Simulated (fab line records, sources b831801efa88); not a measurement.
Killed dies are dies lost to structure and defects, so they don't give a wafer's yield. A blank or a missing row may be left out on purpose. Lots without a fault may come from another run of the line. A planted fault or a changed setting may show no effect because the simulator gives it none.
Which tool did it? | flow gf180mcu | 12 lots, 36 wafers sampled, at 5 steps of a route of 602

WHAT THE GAUGES READ, wafer by wafer
GF_M2_CD_MEAS_14: target cd 280 nm.
lot  | measured     | on        | cd_nm (nm)
L215 | day 19 16:40 | cd_sem-01 | 277.9 278.4 279.2
L216 | day 19 19:17 | cd_sem-02 | 279.0 278.6 279.6
L217 | day 20 06:38 | cd_sem-01 | 279.1 279.1 279.1
L218 | day 20 20:16 | cd_sem-01 | 279.3 279.8 279.1
L226 | day 23 10:20 | cd_sem-01 | 319.8 319.8 320.1 319.7 320.1 320.1
L227 | day 23 16:50 | cd_sem-02 | 319.5 319.7 319.7 319.5 319.0 320.2
L228 | day 24 01:08 | cd_sem-02 | 280.9 280.3 281.0
L229 | day 24 08:20 | cd_sem-01 | 281.8 281.3 281.2
L235 | day 26 03:14 | cd_sem-02 | 280.3 279.7 279.5
L236 | day 26 17:57 | cd_sem-01 | 278.2 278.6 279.0
L237 | day 26 19:59 | cd_sem-02 | 279.2 280.7 280.7
L238 | day 27 02:02 | cd_sem-01 | 281.8 280.6 281.3

GF_V2_THK_MEAS_01.
lot  | measured     | on            | V2_CVD_00_THK (nm)
L215 | day 19 17:42 | film_metro-03 | 616 615 604
L216 | day 19 20:13 | film_metro-01 | 592 603 584
L217 | day 20 07:34 | film_metro-04 | 609 599 596
L218 | day 20 21:14 | film_metro-01 | 602 601 600
L226 | day 23 15:25 | film_metro-01 | 588 585 585
L227 | day 23 20:21 | film_metro-04 | 597 588 593
L228 | day 24 02:26 | film_metro-01 | 614 606 609
L229 | day 24 09:18 | film_metro-01 | 612 604 607
L235 | day 26 04:08 | film_metro-03 | 601 598 600
L236 | day 26 18:57 | film_metro-03 | 588 595 598
L237 | day 26 21:03 | film_metro-01 | 607 601 607
L238 | day 27 02:56 | film_metro-03 | 601 603 605

WHICH TOOL RAN EACH LOT (tool, then ch and the chambers of the sampled wafers, then the start)
lot  | GF_M1_SPUTTER_04             | GF_M2_SPUTTER_00             | GF_M2_PEB_12
L215 | pvd_sputter-01, day 16 14:00 | pvd_sputter-04, day 18 14:53 | litho_track-03 ch 0, day 19 16:19
L216 | pvd_sputter-03, day 16 16:33 | pvd_sputter-04, day 18 18:30 | litho_track-01 ch 0, day 19 18:56
L217 | pvd_sputter-01, day 17 03:08 | pvd_sputter-02, day 19 05:11 | litho_track-01 ch 0, day 20 06:17
L218 | pvd_sputter-01, day 17 16:28 | pvd_sputter-04, day 19 19:53 | litho_track-01 ch 0, day 20 19:56
L226 | pvd_sputter-04, day 20 08:53 | pvd_sputter-04, day 22 11:39 | litho_track-03 ch 0, day 23 09:59
L227 | pvd_sputter-01, day 20 15:37 | pvd_sputter-01, day 22 17:42 | litho_track-03 ch 0, day 23 16:29
L228 | pvd_sputter-01, day 21 00:50 | pvd_sputter-04, day 23 02:43 | litho_track-02 ch 0, day 24 00:47
L229 | pvd_sputter-04, day 21 07:50 | pvd_sputter-01, day 23 10:01 | litho_track-01 ch 0, day 24 07:59
L235 | pvd_sputter-04, day 23 06:28 | pvd_sputter-04, day 25 06:03 | litho_track-03 ch 0, day 26 02:53
L236 | pvd_sputter-01, day 23 23:26 | pvd_sputter-01, day 25 21:18 | litho_track-02 ch 0, day 26 17:37
L237 | pvd_sputter-04, day 24 01:31 | pvd_sputter-04, day 25 22:54 | litho_track-02 ch 0, day 26 19:38
L238 | pvd_sputter-03, day 24 07:08 | pvd_sputter-04, day 26 05:10 | litho_track-02 ch 0, day 27 01:41
- GF_M1_SPUTTER_04: material TiN, target thk 50 nm, time 41.7 s.
- GF_M2_SPUTTER_00: material Ti, target thk 37.5 nm, time 150 s.
- GF_M2_PEB_12: peb time 90 s.

WHAT THE TOOLS THEMSELVES READ (means of the sampled wafers that have a number; where no wafer has one, the mark that the record gives instead)
GF_M1_SPUTTER_04.
lot  | tool           | throttle_valve_pct (%)
L215 | pvd_sputter-01 | 31.5
L216 | pvd_sputter-03 | 30.2
L217 | pvd_sputter-01 | 31.6
L218 | pvd_sputter-01 | 31.0
L226 | pvd_sputter-04 | 31.6
L227 | pvd_sputter-01 | 31.5
L228 | pvd_sputter-01 | 31.4
L229 | pvd_sputter-04 | 30.6
L235 | pvd_sputter-04 | 31.4
L236 | pvd_sputter-01 | 30.7
L237 | pvd_sputter-04 | 31.3
L238 | pvd_sputter-03 | 31.0

GF_M2_SPUTTER_00.
lot  | tool           | throttle_valve_pct (%)
L215 | pvd_sputter-04 | 30.3
L216 | pvd_sputter-04 | 30.8
L217 | pvd_sputter-02 | 29.5
L218 | pvd_sputter-04 | 31.3
L226 | pvd_sputter-04 | 31.0
L227 | pvd_sputter-01 | 31.2
L228 | pvd_sputter-04 | 30.6
L229 | pvd_sputter-01 | 31.5
L235 | pvd_sputter-04 | 30.8
L236 | pvd_sputter-01 | 31.2
L237 | pvd_sputter-04 | 30.6
L238 | pvd_sputter-04 | 30.6

GF_M2_PEB_12.
lot  | tool           | heater_power_total_W (W) | plate_temp_C (C)
L215 | litho_track-03 | 85.72                    | 135.01
L216 | litho_track-01 | 85.74                    | 135.04
L217 | litho_track-01 | 85.73                    | 134.88
L218 | litho_track-01 | 85.72                    | 135.18
L226 | litho_track-03 | 78.15                    | 125.80
L227 | litho_track-03 | 78.15                    | 125.80
L228 | litho_track-02 | 85.67                    | 134.83
L229 | litho_track-01 | 85.70                    | 134.77
L235 | litho_track-03 | 85.73                    | 134.99
L236 | litho_track-02 | 85.70                    | 135.18
L237 | litho_track-02 | 85.71                    | 134.94
L238 | litho_track-02 | 85.74                    | 135.04

THE ANSWER, worked out from the rows above alone
Rule: what is usual is taken from the lots themselves. Put in order of their means at a reading, lots are off if they are a third of the lots or fewer, leave a main group of 4 or more, and stand apart from it by a gap of 3 or more times the standard deviation of the main group's means; of several such gaps the widest counts. A main group whose means are all the same, to the digits that the tables above print for the reading, isn't used. A lot without any number at a reading at which 4 lots or more have one is off too. The other lots that the step has rows for count as sound. The gauges are gone through in route order, then the tools' own readings, and for those a lot's mean is taken as printed above. The first step at which some lot is off is used, and at that step the reading that is off furthest; a lot without a number counts as furthest.
Off: L226, L227, at GF_M2_CD_MEAS_14 (cd_nm). The main group: mean 279.8 nm, standard deviation 1.
A tool fits if, at a process step before that reading, it ran every lot that is off, and no sound lot after the first of them. The gauges at GF_M2_CD_MEAS_14 aren't tried: what is off there is off at GF_M2_PEB_12 too, on other tools, and a gauge's error can't cause that. None of those tried fits.

WHAT THE SIMULATOR HAD PUT IN
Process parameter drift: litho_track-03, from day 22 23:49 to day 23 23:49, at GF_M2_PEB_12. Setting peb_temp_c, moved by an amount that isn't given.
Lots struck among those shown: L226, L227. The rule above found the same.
